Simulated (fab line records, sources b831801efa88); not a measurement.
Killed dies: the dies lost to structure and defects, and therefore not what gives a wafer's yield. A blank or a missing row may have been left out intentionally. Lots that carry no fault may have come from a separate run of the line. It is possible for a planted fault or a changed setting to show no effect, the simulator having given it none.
fab line records ; flow sky130
record lots=6; wafers=18; last-day=50
route steps=708 shown LDD_N@252 LDD_P@255 LDD_HVN@267 PAD_OPEN@708
lots that met no fault: taken from a fault-free run of the same line
start-h: the number of hours between the record's first day and the start of the first shown wafer of the lot ; wait-h: time in hours since the lot's previous step ; " repeats the value in the row above ; L1.1+2: several wafers, shown together as one row ; - no value, or no start was given ; * or withheld: withheld ; < > ~ a bound
route shown NAME@n: names a module that has steps shown in the file, with the first one's number in the route ; usual: mean/standard deviation of fault-free wafers ; same: alike in all rows ; chamber/n: place in a boat ; sites: readings site by site ; _std_site: their standard deviation ; _edge_site: outer sites' mean less inner sites' ; radius-mm: how far each site lies from the wafer's centre ; mask NAME#n: copy n ; behind: tool/chamber where the wafer was last shaped ; hold: why the lot went on hold/how many hours it stayed there/how the hold came to an end ; device: names the non-switching transistor (n, p or np) ; end of line: tests run on the same wafers once the route is complete ; a step without rows: its recipe alone ; killed: the dies lost at the first sort to structure and to defects; this is not the yield of the wafer ; map: a wafer's dies, x killed, . not, _ none there
set.NAME: the setting the step ran with; set.NAME@STEP: the setting that earlier step ran with ; model.NAME: the simulator's own value behind a step, which no gauge read
certain route steps with their lots: each step a table, each wafer a row
services: when a tool's chamber went out of use (start-h, in hours from the record's first day, below 0 if earlier), for how many hours, and the reason
## steps
# step SKY_LDD_N_IMPLANT_15
# recipe species=BF2; energy-kev=50; dose-cm2=5e+12; tilt-deg=30; rotation-deg=270
# step SKY_LDD_N_STRIP_16
# recipe chemistry=O2/N2; power-w=1400; pressure-mtorr=1500; platen-temp-c=withheld; o2-flow-sccm=3000; n2-flow-sccm=300; overash-fraction=0.5
# usual drypump-motor-current-A=5.6/0.53; n2-flow-sccm=300.1/0.88; oes-product-au=0.407/0.0044; strip-time-to-endpoint-s=4.316/0.018
lot.wafer;tool;chamber;start-h;wait-h;drypump-motor-current-A;n2-flow-sccm;oes-product-au;rf-hours-counter-h;strip-time-to-endpoint-s
L278.2;plasma-asher-01;1;453.03;0.1;5.0;298.9;0.405;69;4.326
L278.3;plasma-asher-01;0;453.03;0.1;5.7;298.2;0.408;-;4.349
L278.5;plasma-asher-01;1;453.03;0.1;5.0;299.3;0.408;-;4.328
L279.3;plasma-asher-01;1;460.34;0.1;5.0;298.8;0.408;-;4.297
L279.4;plasma-asher-01;0;460.34;0.1;5.6;299.7;0.411;-;4.299
L279.5;plasma-asher-01;1;460.34;0.1;5.0;298.6;0.405;-;4.319
L287.2;plasma-asher-01;1;516.10;0.1;5.0;300.0;0.411;75;4.320
L287.3;plasma-asher-01;1;516.10;0.1;5.0;301.7;0.405;-;4.345
L287.6;plasma-asher-01;0;516.10;0.1;5.7;299.3;0.402;-;4.325
L290.1;plasma-asher-01;1;535.88;0.1;5.0;300.3;0.410;77;4.339
L290.2;plasma-asher-01;0;535.88;0.1;5.6;301.1;0.407;77;4.324
L290.3;plasma-asher-01;0;535.88;0.1;5.7;301.3;0.406;-;4.319
L292.1;plasma-asher-01;1;553.35;0.1;5.0;300.0;0.405;79;4.285
L292.2;plasma-asher-01;0;553.35;0.1;5.6;300.6;0.397;79;4.299
L292.4;plasma-asher-01;1;553.35;0.1;5.0;300.3;0.412;-;4.292
L296.1;plasma-asher-02;1;602.98;0.1;6.0;301.9;0.406;43;4.317
L296.3;plasma-asher-02;1;602.98;0.1;5.9;301.6;0.401;-;4.313
L296.4;plasma-asher-02;0;602.98;0.1;6.3;299.5;0.405;-;4.335
# step SKY_LDD_N_TW_MEAS_17
# usual LDD_N_TW=2591/26
lot.wafer;tool;chamber;start-h;wait-h;LDD_N_TW
L278.2;film-metro-04;-;453.14;0.1;2558
L278.3;film-metro-04;-;453.14;0.1;2571
L278.5;film-metro-04;-;453.14;0.1;2579
L279.3;film-metro-03;-;460.43;0.1;2569
L279.4;film-metro-03;-;460.43;0.1;2580
L279.5;film-metro-03;-;460.43;0.1;2567
L287.2;film-metro-01;-;516.21;0.1;2647
L287.3;film-metro-01;-;516.21;0.1;2643
L287.6;film-metro-01;-;516.21;0.1;2638
L290.1;film-metro-01;-;535.98;0.1;2648
L290.2;film-metro-01;-;535.98;0.1;2639
L290.3;film-metro-01;-;535.98;0.1;2647
L292.1;film-metro-04;-;553.45;0.1;2558
L292.2;film-metro-04;-;553.45;0.1;2566
L292.4;film-metro-04;-;553.45;0.1;2553
L296.1;film-metro-01;-;603.08;0.1;2619
L296.3;film-metro-01;-;603.08;0.1;2619
L296.4;film-metro-01;-;603.08;0.1;2638
# step SKY_LDD_P_DEHYDRATE_00
# recipe temp-c=200; time-s=60
# step SKY_LDD_P_HMDS_01
# recipe prime-time-s=60; prime-temp-c=120
# step SKY_LDD_P_COAT_02
# recipe resist=NOVOLAK; spin-rpm=3000; resist-thk-nm=1140
# step SKY_LDD_P_SOFTBAKE_03
# recipe temp-c=90; time-s=60; resist=NOVOLAK
# step SKY_LDD_P_EXPOSE_04
# recipe mask-id=PSDM; na=0.6; source-shape=conventional; sigma-outer=0.6; polarization=unpolarized; target-cd-nm=380; dose-mj=138
# step SKY_LDD_P_PEB_05
# recipe temp-c=withheld; time-s=*; resist=NOVOLAK
# step SKY_LDD_P_DEVELOP_06
# recipe resist=NOVOLAK; developer=TMAH; develop-time-s=60; dev-temp-c=23
# step SKY_LDD_P_CD_MEAS_07
# recipe target-cd-nm=380
# usual cd-nm=379/3.2
lot.wafer;tool;chamber;start-h;wait-h;cd-nm
L278.2;cd-sem-01;-;483.69;0.1;380
L278.3;cd-sem-01;-;483.69;0.1;379
L278.5;cd-sem-01;-;483.69;0.1;382
L279.3;cd-sem-02;-;491.80;0.1;379
L279.4;cd-sem-02;-;491.80;0.1;380
L279.5;cd-sem-02;-;491.80;0.1;378
L287.2;cd-sem-02;-;546.07;0.1;375
L287.3;cd-sem-02;-;546.07;0.1;375
L287.6;cd-sem-02;-;546.07;0.1;376
L290.1;cd-sem-02;-;565.66;0.1;373
L290.2;cd-sem-02;-;565.66;0.1;374
L290.3;cd-sem-02;-;565.66;0.1;373
L292.1;cd-sem-02;-;583.05;0.1;379
L292.2;cd-sem-02;-;583.05;0.1;378
L292.4;cd-sem-02;-;583.05;0.1;378
L296.1;cd-sem-01;-;631.42;0.1;380
L296.3;cd-sem-01;-;631.42;0.1;380
L296.4;cd-sem-01;-;631.42;0.1;381
# step SKY_LDD_P_OVL_MEAS_08
# usual LDD_P_OVL=0.8/1.3
lot.wafer;tool;chamber;start-h;wait-h;LDD_P_OVL[nm]
L278.2;overlay-02;-;483.80;0.1;-0.1
L278.3;overlay-02;-;483.80;0.1;-1.4
L278.5;overlay-02;-;483.80;0.1;1.5
L279.3;overlay-01;-;491.89;0.1;1.5
L279.4;overlay-01;-;491.89;0.1;1.7
L279.5;overlay-01;-;491.89;0.1;3.0
L287.2;overlay-01;-;546.17;0.1;-0.5
L287.3;overlay-01;-;546.17;0.1;-0.6
L287.6;overlay-01;-;546.17;0.1;-0.8
L290.1;overlay-01;-;565.78;0.1;1.7
L290.2;overlay-01;-;565.78;0.1;0.9
L290.3;overlay-01;-;565.78;0.1;2.2
L292.1;overlay-01;-;583.17;0.1;0.3
L292.2;overlay-01;-;583.17;0.1;-0.1
L292.4;overlay-01;-;583.17;0.1;-0.4
L296.1;overlay-01;-;631.54;0.1;0.9
L296.3;overlay-01;-;631.54;0.1;0.2
L296.4;overlay-01;-;631.54;0.1;1.8
# step SKY_LDD_P_IMPLANT_09
# recipe species=BF2; energy-kev=25; dose-cm2=1e+13; tilt-deg=withheld
lot.wafer;tool;chamber;start-h;wait-h
L278.2+3+5;implanter-02;0;483.85;0.0
L279.3+4+5;implanter-02;0;491.97;0.1
L287.2+3+6;implanter-04;0;546.23;0.0
L290.1+2+3;implanter-01;0;565.82;0.0
L290.1+2+3;implanter-01;0;566.43;0.6
L292.1+2+4;implanter-01;0;583.20;0.0
L292.1+2+4;implanter-01;0;583.52;0.3
L296.1+3+4;implanter-01;0;631.58;0.0
# step SKY_LDD_P_STRIP_10
# recipe chemistry=O2/N2; power-w=1400; pressure-mtorr=1500; platen-temp-c=withheld; o2-flow-sccm=3000; n2-flow-sccm=300; overash-fraction=0.5
# usual drypump-motor-current-A=5.3/0.33; n2-flow-sccm=299.9/0.94; oes-product-au=0.716/0.0042; strip-time-to-endpoint-s=14.19/0.045
lot.wafer;tool;chamber;start-h;wait-h;drypump-motor-current-A;n2-flow-sccm;oes-product-au;rf-hours-counter-h;strip-time-to-endpoint-s
L278.2;plasma-asher-03;1;483.98;0.1;5.4;298.7;0.719;77;14.24
L278.3;plasma-asher-03;0;483.98;0.1;5.4;300.1;0.714;-;14.23
L278.5;plasma-asher-03;1;483.98;0.1;5.3;300.6;0.707;-;14.20
L279.3;plasma-asher-01;0;492.10;0.1;5.6;299.9;0.718;-;14.19
L279.4;plasma-asher-01;1;492.10;0.1;5.0;298.3;0.719;-;14.20
L279.5;plasma-asher-01;0;492.10;0.1;5.7;299.3;0.709;-;14.21
L287.2;plasma-asher-03;0;546.35;0.1;5.4;298.5;0.712;83;14.13
L287.3;plasma-asher-03;1;546.35;0.1;5.4;300.6;0.718;-;14.16
L287.6;plasma-asher-03;0;546.35;0.1;5.4;299.2;0.723;-;14.10
L290.1;plasma-asher-04;1;566.58;0.1;5.8;302.3;0.714;13;14.23
L290.2;plasma-asher-04;0;566.58;0.1;4.7;300.1;0.712;13;14.20
L290.3;plasma-asher-04;1;566.58;0.1;5.8;299.9;0.719;-;14.24
L292.1;plasma-asher-01;1;583.67;0.1;5.0;302.1;0.716;82;14.25
L292.2;plasma-asher-01;0;583.67;0.1;5.6;301.0;0.717;82;14.24
L292.4;plasma-asher-01;1;583.67;0.1;5.0;299.9;0.714;-;14.25
L296.1;plasma-asher-03;1;631.73;0.1;5.4;300.7;0.713;91;14.26
L296.3;plasma-asher-03;1;631.73;0.1;5.4;299.0;0.708;-;14.18
L296.4;plasma-asher-03;0;631.73;0.1;5.4;297.7;0.718;-;14.21
# step SKY_LDD_P_TW_MEAS_11
# usual LDD_P_TW=639/6.4
lot.wafer;tool;chamber;start-h;wait-h;LDD_P_TW
L278.2;film-metro-02;-;484.09;0.1;633
L278.3;film-metro-02;-;484.09;0.1;635
L278.5;film-metro-02;-;484.09;0.1;629
L279.3;film-metro-03;-;492.19;0.1;641
L279.4;film-metro-03;-;492.19;0.1;636
L279.5;film-metro-03;-;492.19;0.1;639
L287.2;film-metro-03;-;546.46;0.1;632
L287.3;film-metro-03;-;546.46;0.1;636
L287.6;film-metro-03;-;546.46;0.1;639
L290.1;film-metro-01;-;566.68;0.1;801
L290.2;film-metro-01;-;566.68;0.1;802
L290.3;film-metro-01;-;566.68;0.1;802
L290.1;film-metro-01;-;566.90;0.2;804
L290.2;film-metro-01;-;566.90;0.2;805
L290.3;film-metro-01;-;566.90;0.2;805
L292.1;film-metro-03;-;583.77;0.1;791
L292.2;film-metro-03;-;583.77;0.1;790
L292.4;film-metro-03;-;583.77;0.1;793
L292.1;film-metro-03;-;584.03;0.2;791
L292.2;film-metro-03;-;584.03;0.2;795
L292.4;film-metro-03;-;584.03;0.2;794
L296.1;film-metro-02;-;631.83;0.1;632
L296.3;film-metro-02;-;631.83;0.1;635
L296.4;film-metro-02;-;631.83;0.1;633
# step SKY_LDD_HVN_DEHYDRATE_00
# recipe temp-c=200; time-s=60
# step SKY_PAD_OPEN_PROBE_99
# usual killed_at_M0_to_M3=44/6.9; killed_at_M4_up=3.0/1.5; killed-at-contacts=24/5.2; killed-at-front-end=15/4.1; killed-at-other=0.4/0.62; killed-dies=87/9.6; killed-open=47/7; killed-short=40/6.2
# same gross-dies=492; killed-at-back-side=0
lot.wafer;tool;chamber;start-h;wait-h;killed_at_M0_to_M3;killed_at_M4_up;killed-at-contacts;killed-at-front-end;killed-at-other;killed-dies;killed-open;killed-short;model.etest.tip-p.rs-ohm-sq;model.etest.pfet_01v8.r-on-ohm-um;model.etest.tip-p.rs-ohm-sq-range;model.etest.pfet_01v8.drive-ua-um;model.etest.sram-pfet-latch.drive-ua-um;model.etest.pfet_01v8_hvt.drive-ua-um;model.etest.pfet_01v8_mvt.drive-ua-um;model.etest.pfet_01v8_lvt.drive-ua-um
L278.2;prober-01;-;1103.62;0.1;45;4;24;11;1;85;36;49;6873;2848;147.8;195.8;148.2;147.3;150.9;173.5
L278.3;prober-01;-;1103.67;0.2;40;4;17;10;0;71;37;33;6924;2956;193.5;186.8;133.9;139.4;146.2;172.3
L278.5;prober-01;-;1103.77;0.2;39;2;19;14;1;75;46;27;6916;2884;275.8;191.9;143.4;144.4;150.5;175.8
L279.3;prober-02;-;1111.24;0.2;58;3;18;11;0;90;36;54;6703;2850;163.1;194.1;146.4;145.8;158;169.7
L279.4;prober-02;-;1111.29;0.2;42;2;17;11;0;72;36;36;6748;2760;242.8;205.1;161;153.9;159.2;173.6
L279.5;prober-02;-;1111.34;0.2;46;2;22;19;1;90;52;37;6684;2834;265.7;200.3;147.3;148.8;157.6;170.8
L287.2;prober-02;-;1144.77;0.1;47;1;42;12;1;103;61;42;6740;2847;112.9;196.9;149.5;147.2;156.5;176.1
L287.3;prober-02;-;1144.82;0.2;46;2;25;18;0;91;45;45;6721;2760;185.6;206.1;163.4;153.7;160.4;177.8
L287.6;prober-02;-;1144.97;0.2;41;3;19;13;1;77;47;30;6750;2821;196.7;203.5;149.7;150.7;159.2;178.2
L290.1;prober-01;-;1160.12;0.1;52;3;34;12;0;101;64;37;3946;2694;137.1;211.9;162.3;160.3;159;185.9
L290.2;prober-01;-;1160.17;0.1;47;0;20;25;0;92;51;41;3934;2660;128.2;217.3;164.2;161.9;159.2;188
L290.3;prober-01;-;1160.22;0.2;46;5;27;16;0;94;56;38;3983;2663;97.3;215.7;157.3;160.2;159.4;187.8
L292.1;prober-02;-;1165.69;0.1;37;3;13;14;0;67;34;33;3894;2664;99.97;218.1;163.5;161.1;161.9;179.5
L292.2;prober-02;-;1165.74;0.1;50;3;16;9;0;78;45;33;3921;2732;110.9;214.2;159.3;159.7;159.9;178.3
L292.4;prober-02;-;1165.84;0.2;46;4;17;11;1;79;43;36;3922;2678;133.6;215.2;164.5;161.6;162.3;178.9
L296.1;prober-02;-;1196.99;0.1;46;1;24;15;1;87;51;35;6862;2898;189.2;192.4;144.3;143.6;151.1;172.3
L296.3;prober-02;-;1197.09;0.2;41;2;22;18;0;83;43;40;6860;2909;188.4;188.6;132.9;142.1;151.5;173.7
L296.4;prober-02;-;1197.14;0.2;31;5;18;25;1;80;45;35;6846;2939;195.4;188.7;141.4;141.9;150.1;171.9
# killed by level:class
L278.2 VIA1:geometric-particle:open=9 CONTACT:geometric-particle:open=8 METAL1:geometric-particle:short=8 CONTACT:geometric-particle:short=7 VIA1:geometric-particle:short=7 VIA2:geometric-particle:open=5 METAL2:geometric-particle:short=4 LOCAL_INTERCONNECT:geometric-particle:short=4
L278.3 VIA1:geometric-particle:open=13 LI_CONTACT:geometric-particle:open=6 CONTACT:geometric-particle:open=6 VIA1:geometric-particle:short=6 METAL2:geometric-particle:short=6 METAL1:geometric-particle:short=5 VIA3:geometric-particle:open=5 FIELD_ISO:geometric-particle:open=3
L278.5 VIA1:geometric-particle:open=10 LI_CONTACT:geometric-particle:open=8 VIA2:geometric-particle:open=5 VIA3:geometric-particle:open=5 VIA1:geometric-particle:short=4 CONTACT:geometric-particle:short=4 CONTACT:geometric-particle:open=4 VIA2:geometric-particle:short=4
L279.3 METAL1:geometric-particle:short=11 VIA3:geometric-particle:open=11 VIA1:geometric-particle:open=7 VIA1:geometric-particle:short=6 VIA2:geometric-particle:open=6 VIA3:geometric-particle:short=6 FIELD_ISO:geometric-particle:short=5 LI_CONTACT:geometric-particle:open=5
L279.4 CONTACT:geometric-particle:open=10 VIA1:geometric-particle:open=9 VIA1:geometric-particle:short=8 VIA3:geometric-particle:open=6 VIA3:geometric-particle:short=5 METAL1:geometric-particle:short=4 METAL2:geometric-particle:short=4 CONTACT:geometric-particle:short=3
L279.5 VIA1:geometric-particle:open=12 LI_CONTACT:geometric-particle:open=9 VIA3:geometric-particle:open=8 POLY_GATE:geometric-particle:short=5 CONTACT:geometric-particle:open=5 VIA2:geometric-particle:open=5 FIELD_ISO:geometric-particle:short=4 METAL3:geometric-particle:short=4
L287.2 CONTACT:geometric-particle:open=17 VIA1:geometric-particle:open=14 LI_CONTACT:geometric-particle:open=12 CONTACT:geometric-particle:short=8 VIA1:geometric-particle:short=8 METAL2:geometric-particle:short=7 VIA3:geometric-particle:open=7 FIELD_ISO:geometric-particle:short=4
L287.3 VIA1:geometric-particle:open=11 CONTACT:geometric-particle:short=8 METAL2:geometric-particle:short=7 METAL1:geometric-particle:short=7 LI_CONTACT:geometric-particle:open=6 VIA3:geometric-particle:open=6 CONTACT:geometric-particle:open=5 FIELD_ISO:geometric-particle:open=4
L287.6 VIA1:geometric-particle:open=12 CONTACT:geometric-particle:open=9 VIA2:geometric-particle:open=6 VIA3:geometric-particle:open=6 FIELD_ISO:geometric-particle:open=4 CONTACT:geometric-particle:short=4 METAL1:geometric-particle:short=4 VIA2:geometric-particle:short=4
L290.1 CONTACT:geometric-particle:open=16 VIA1:geometric-particle:open=16 VIA2:geometric-particle:open=8 FIELD_ISO:geometric-particle:open=7 LI_CONTACT:geometric-particle:open=7 VIA3:geometric-particle:short=7 METAL1:geometric-particle:short=5 LOCAL_INTERCONNECT:geometric-particle:short=4
L290.2 VIA3:geometric-particle:open=9 VIA1:geometric-particle:open=8 CONTACT:geometric-particle:open=7 METAL2:geometric-particle:short=7 FIELD_ISO:geometric-particle:short=6 FIELD_ISO:geometric-particle:open=6 POLY_GATE:geometric-particle:short=6 POLY_GATE:geometric-particle:open=5
L290.3 VIA3:geometric-particle:open=12 CONTACT:geometric-particle:open=10 VIA1:geometric-particle:open=10 CONTACT:geometric-particle:short=7 METAL1:geometric-particle:short=7 FIELD_ISO:geometric-particle:open=6 LI_CONTACT:geometric-particle:open=5 FIELD_ISO:geometric-particle:short=4
L292.1 VIA3:geometric-particle:open=8 POLY_GATE:geometric-particle:short=5 METAL1:geometric-particle:short=5 VIA1:geometric-particle:open=5 METAL2:geometric-particle:short=5 LI_CONTACT:geometric-particle:open=4 CONTACT:geometric-particle:open=4 VIA2:geometric-particle:open=4
L292.2 VIA1:geometric-particle:open=11 VIA2:geometric-particle:open=11 CONTACT:geometric-particle:open=9 METAL1:geometric-particle:short=9 METAL2:geometric-particle:short=5 VIA2:geometric-particle:short=5 FIELD_ISO:geometric-particle:open=3 CONTACT:geometric-particle:short=3
L292.4 VIA2:geometric-particle:open=8 VIA1:geometric-particle:open=8 LI_CONTACT:geometric-particle:open=7 METAL1:geometric-particle:short=7 VIA1:geometric-particle:short=7 VIA3:geometric-particle:open=5 FIELD_ISO:geometric-particle:open=4 CONTACT:geometric-particle:open=4
L296.1 CONTACT:geometric-particle:open=10 VIA1:geometric-particle:open=9 VIA3:geometric-particle:open=9 METAL2:geometric-particle:short=7 CONTACT:geometric-particle:short=6 VIA2:geometric-particle:open=6 FIELD_ISO:geometric-particle:open=5 METAL1:geometric-particle:short=4
L296.3 VIA1:geometric-particle:open=8 LI_CONTACT:geometric-particle:open=7 FIELD_ISO:geometric-particle:short=6 CONTACT:geometric-particle:open=6 VIA2:geometric-particle:open=6 CONTACT:geometric-particle:short=4 VIA3:geometric-particle:open=4 METAL1:geometric-particle:short=4
L296.4 VIA1:geometric-particle:open=10 VIA3:geometric-particle:open=8 POLY_GATE:geometric-particle:open=7 FIELD_ISO:geometric-particle:short=6 POLY_GATE:geometric-particle:short=5 LI_CONTACT:geometric-particle:open=5 CONTACT:geometric-particle:open=5 METAL4:geometric-particle:short=5
## services
tool;chamber;start-h;hours;kind
plasma-asher-04;0;430.25;-;clean
plasma-asher-04;1;430.25;-;clean
plasma-asher-04;-;436.05;9.4;repair
plasma-asher-03;-;437.36;2.3;repair
plasma-asher-01;-;454.53;1.9;repair
plasma-asher-04;-;461.21;0.4;repair
plasma-asher-04;-;475.84;2.6;repair
implanter-04;-;487.32;2.7;pm
plasma-asher-03;-;489.10;1.6;repair
implanter-04;-;493.38;13.6;pm
plasma-asher-02;-;509.18;1.6;repair
implanter-02;-;514.05;2.7;pm
implanter-04;-;515.73;1.7;repair
plasma-asher-02;-;531.96;2.9;repair
plasma-asher-03;-;533.84;0.4;repair
plasma-asher-02;-;559.04;0.4;repair
implanter-04;-;576.45;3.3;repair
implanter-01;-;587.05;3.8;repair
implanter-02;-;587.19;4.0;repair
plasma-asher-01;-;591.89;2.8;pm
implanter-04;-;626.87;1.1;repair
## key
first-sign step=SKY_LDD_P_IMPLANT_09; reading=visit; direction=added
effect step=SKY_LDD_P_TW_MEAS_11; reading=visit; direction=added
effect step=SKY_LDD_P_TW_MEAS_11; reading=LDD_P_TW; direction=up; sigmas=25; usual=639; struck=796
model-effect step=SKY_PAD_OPEN_PROBE_99; value=etest.tip-p.rs-ohm-sq; without=6921; struck=3933
met-at SKY_LDD_P_IMPLANT_09
struck-wafers L290.1,L290.2,L290.3,L292.1,L292.2,L292.4
tester-left-out L290,L292
fault kind=repeated-step-whole; tool=implanter-01,implanter-02,implanter-04; chamber=-; onset-h=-; steps=SKY_LDD_P_IMPLANT_09; times=1; scope=struck-lots-only
# tester-left-out: of these lots the tester's yield and bins aren't shown, on N5 and GAA mostly nor the transistor test; their killed dies are dies lost to structure and defects alone, not to doping, threshold or leakage, so they don't give the yield
